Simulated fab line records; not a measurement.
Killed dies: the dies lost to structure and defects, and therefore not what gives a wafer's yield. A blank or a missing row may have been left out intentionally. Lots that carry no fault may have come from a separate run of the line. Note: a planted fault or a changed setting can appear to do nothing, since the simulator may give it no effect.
A single fault, viewed from 2 desks    flow sky130    numbers are kept per desk, each desk with only its own; the story behind them comes last

METROLOGY DESK
Means of the sampled wafers that have a number, per lot and without regard to the tool the lot ran on: this is what the gauges read. Marked OUT: a lot whose mean sits more than 4 standard deviations from the usual mean, which makes it out of limits; the brackets give that distance.
Columns: A = VIA2_W_RS at SKY_VIA2_RS_MEAS_22, usual 0.2735 ohm/sq
lot   first seen here  A
L309  day 36 14:32     0.2756
L310  day 36 17:19     0.2705
L314  day 37 21:36     0.2721
L315  day 38 02:43     0.2730
L316  day 38 13:22     0.2731
L323  day 41 09:14     0.2733
L326  day 41 10:20     0.2748
L327  day 41 13:12     0.2723
L328  day 41 15:47     0.2764
L329  day 42 00:53     0.2704
L331  day 42 21:46     0.2711
This desk's verdict: no lot among the 11 shows anything out of limits.

THE TOOL OWNER'S DESK: lithoTrack-02
The tool's own readings at SKY_VIA2_COAT_07 (resist thk 450 nm): means of the sampled wafers that have a number, for each lot that ran on this tool. Marked OUT: a lot whose mean sits more than 4 standard deviations from the usual mean, which makes it out of limits; the brackets give that distance.
Columns: A = dispensePressureKPa at SKY_VIA2_COAT_07, usual 50.6 kPa
lot   first seen here  A
L309  day 36 00:00     52.4
L314  day 37 07:00     52.5
L315  day 37 12:00     52.5
L316  day 37 23:00     52.5
L323  day 40 19:00     52.5
L326  day 40 20:00     52.5
L327  day 40 23:00     52.5
L328  day 41 03:00     52.5
This desk's verdict: no lot among the 8 shows anything out of limits.

TAKEN TOGETHER
From the metrology desk's view, nothing was out of limits.
The desk of the tool owner found nothing out of limits.

WHAT THE SIMULATOR HAD INSERTED
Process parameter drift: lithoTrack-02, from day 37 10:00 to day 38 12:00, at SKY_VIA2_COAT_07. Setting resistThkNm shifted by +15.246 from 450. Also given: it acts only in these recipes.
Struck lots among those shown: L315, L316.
